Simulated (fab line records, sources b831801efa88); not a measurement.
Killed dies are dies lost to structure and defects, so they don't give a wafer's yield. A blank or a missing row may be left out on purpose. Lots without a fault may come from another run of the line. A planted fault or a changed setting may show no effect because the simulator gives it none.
A struck lot beside a sound one | flow gf180mcu | 18 steps out of a route of 602
Sound: wafers L874.3, L874.4, L874.5. Struck: wafers L883.2, L883.4, L883.6. The cause comes at the end.
At each step with rows: each side's tool, then ch and its chambers, then its first start. Under that, the readings that differ: sound wafers | struck wafers | difference of the means | sigmas: that difference in standard deviations of wafers without a fault.
alike: readings whose means differ by less than 2 such deviations, and words and numbers that are the same on both sides. not compared: withheld readings, readings that some wafer has no value for, bounds like >300 that may hide the same value, and numbers for which the record gives no deviation and whose values overlap.
The two part at a step that has a row with sigmas, a row that says differs or no value, or rows on one side only. Numbers that don't overlap but have no deviation are shown without sigmas and don't part them. A reading that every wafer of one side lacks parts them only if that side has two wafers or more.

first, 3 steps without rows for these wafers: GF_V3_EXPOSE_11 (exposes mask Via3, target cd 260 nm); GF_V3_PEB_12 (peb time 90 s); GF_V3_DEVELOP_13 (develop time 60 s).
GF_V3_CD_MEAS_14: target cd 260 nm.
  sound on cd_sem-01, day 26 12:59; struck on cd_sem-01, day 28 23:16
  alike: cd_nm
GF_V3_OVL_MEAS_15:
  sound on overlay-01, day 26 13:04; struck on overlay-02, day 28 23:22
  reading     | sound  | struck  | difference | sigmas
  V3_OVL (nm) | 10 7 9 | -5 -1 1 | -10        | -2
then, 1 step without rows for these wafers: GF_V3_ETCH_16 (etches BARC in N2/H2).
GF_V3_ETCH_17: etches SiO2 in C4F8/O2/Ar, stops on TiN, target depth 635 nm.
  sound on rie_diel-01 ch 0,1; struck on rie_diel-02 ch 0,3
  alike: oes_product_au
GF_V3_STRIP_18: strips in O2/N2.
  sound on plasma_asher-02 ch 0,1, day 26 13:15; struck on plasma_asher-03 ch 0, day 28 23:31
  reading                     | sound       | struck      | difference | sigmas
  drypump_motor_current_A (A) | 5.1 5.3 5.1 | 6.8 6.8 6.8 | +1.6       | +3
  alike: heater_power_w, oes_product_au, platen_temp_c
  not compared: rf_hours_counter_h
then, 2 steps without rows for these wafers: GF_V3_STRIP_19 (strips in post etch residue remover, time 1200 s); GF_V3_CLEAN_20 (cleans in DIW).
GF_V3_SPUTTER_21: material Ti, target thk 15 nm, time 80.02 s.
  sound on pvd_sputter-01, day 26 13:47; struck on pvd_sputter-01, day 29 00:03
  alike: chamber_pressure_pa, throttle_valve_pct
GF_V3_SPUTTER_22: material TiN, target thk 10 nm, time 40 s.
  sound on pvd_sputter-01, day 26 13:52; struck on pvd_sputter-01, day 29 00:07
  alike: chamber_pressure_pa, throttle_valve_pct
GF_V3_CVD_23: deposits W, target thk 350 nm, time 104.9 s.
  sound on cvd_w-01 ch 0,1, day 26 13:56; struck on cvd_w-01 ch 0,1, day 29 00:09
  reading                          | sound                | struck               | difference | sigmas
  susceptor_temp_C (C)             | 400.03 400.14 399.83 | 446.59 446.65 446.70 | +46.65     | +99 or more
  model.W_of_V3_CVD_23.thk_nm (nm) | 348.3 353.7 344.8    | 589.6 584.5 587      | +238.1     |
  alike: heater_power_w
GF_V3_RS_MEAS_24: measures by four-point-probe.
  sound on film_metro-01, day 26 14:03; struck on film_metro-01, day 29 00:17
  reading          | sound             | struck            | difference | sigmas
  V3_W_RS (ohm/sq) | 0.330 0.325 0.333 | 0.194 0.195 0.195 | -0.135     | -30
GF_V3_THK_MEAS_25: measures by xrf.
  sound on film_metro-01, day 26 14:09; struck on film_metro-01, day 29 00:24
  reading       | sound       | struck | difference                    | sigmas
  V3_W_THK (nm) | 340 348 338 | - - -  | no value on the struck wafers |
GF_V3_CMP_26: polishes, stops on SiO2, t overpolish 15 s, target thk 0 nm.
  sound on cmp-02 ch 1,2,3, day 26 14:11; struck on cmp-02 ch 0,2,3, day 29 00:28
  reading                | sound    | struck      | difference | sigmas
  time_to_endpoint_s (s) | 93 89 88 | 146 150 140 | +55        | +17
  alike: motor_current_A
GF_M4_SPUTTER_00: material Ti, target thk 37.5 nm, time 150 s.
  sound on pvd_sputter-02, day 26 14:29; struck on pvd_sputter-04, day 29 00:46
  alike: chamber_pressure_pa, throttle_valve_pct
then, 1 step without rows for these wafers: GF_PASSIVATION_PROBE_99.

WHERE THEY PART
First at GF_V3_OVL_MEAS_15; last, within this record, at GF_V3_CMP_26. Later steps at which nothing parts them and some readings are alike: GF_M4_SPUTTER_00.

WHY: what the simulator had put in
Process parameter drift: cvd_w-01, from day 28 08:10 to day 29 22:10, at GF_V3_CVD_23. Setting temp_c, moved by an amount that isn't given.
